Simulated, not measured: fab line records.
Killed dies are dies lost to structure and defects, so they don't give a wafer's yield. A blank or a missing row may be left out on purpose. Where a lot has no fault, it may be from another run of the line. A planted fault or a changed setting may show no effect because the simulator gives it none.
Which tool was responsible?    flow gf180mcu    6 lots, 18 wafers sampled, at 2 steps of a route of 602

== WHAT THE GAUGES READ, wafer by wafer ==
GF_HV_LDD_CD_MEAS_46 targets a cd of 400 nm.
lot   measured      on         cd-nm (nm)
L553  day 12 14:12  cd-sem-01  400.2 401.5 399.3
L556  day 13 21:24  cd-sem-01  401.2 398.6 402.0
L558  day 14 09:53  cd-sem-02  401.1 403.1 402.5
L560  day 15 03:31  cd-sem-01  402.3 401.7 399.1
L570  day 18 10:27  cd-sem-01  293.8 294.4 292.3
L572  day 19 07:12  cd-sem-01  399.0 398.7 400.2

== WHICH TOOL RAN EACH LOT (tool, then ch and the chambers of the sampled wafers, then the start) ==
lot   GF_HV_LDD_EXPOSE_43
L553  iline-stepper-02 ch 0, day 12 05:13
L556  iline-stepper-01 ch 0, day 13 11:23
L558  iline-stepper-01 ch 0, day 14 00:13
L560  iline-stepper-02 ch 0, day 14 17:07
L570  iline-stepper-01 ch 0, day 17 23:13
L572  iline-stepper-02 ch 0, day 18 19:32
- GF_HV_LDD_EXPOSE_43: exposes mask Pplus HV AREA, target cd 400 nm.

== THE ANSWER, worked out from the rows above alone ==
Rule: the usual values come from the lots themselves. Put in order of their means at a reading, lots are off if they are a third of the lots or fewer, leave a main group of 4 or more, and stand apart from it by a gap of 3 or more times the standard deviation of the main group's means; of several such gaps the widest counts. A main group whose means are all the same, to the digits that the tables above print for the reading, isn't used. Also off: a lot with no number at a reading for which 4 or more lots have one. Any other lot the step has rows for is counted as sound.
Off, at GF_HV_LDD_CD_MEAS_46 on cd-nm: L570. The main group has a mean of 400.7 nm with a standard deviation of 0.96.
If a tool, at a process step before that reading, ran all the lots that are off and no sound lot after the first of them, it fits. Those tools and the gauges at GF_HV_LDD_CD_MEAS_46 are tried in the same way. One fits: GF_HV_LDD_EXPOSE_43 on iline-stepper-01. Its last sound lot is L558 (day 14 00:13), its first lot that is off L570 (day 17 23:13): a fault that began between those two fits.

== WHAT HAD BEEN PUT IN BY THE SIMULATOR ==
Process parameter drift: iline-stepper-01, from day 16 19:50 on, at GF_HV_LDD_EXPOSE_43. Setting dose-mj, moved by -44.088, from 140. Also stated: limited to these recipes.
Lots struck among those shown: L570. Same finding as the rule above.
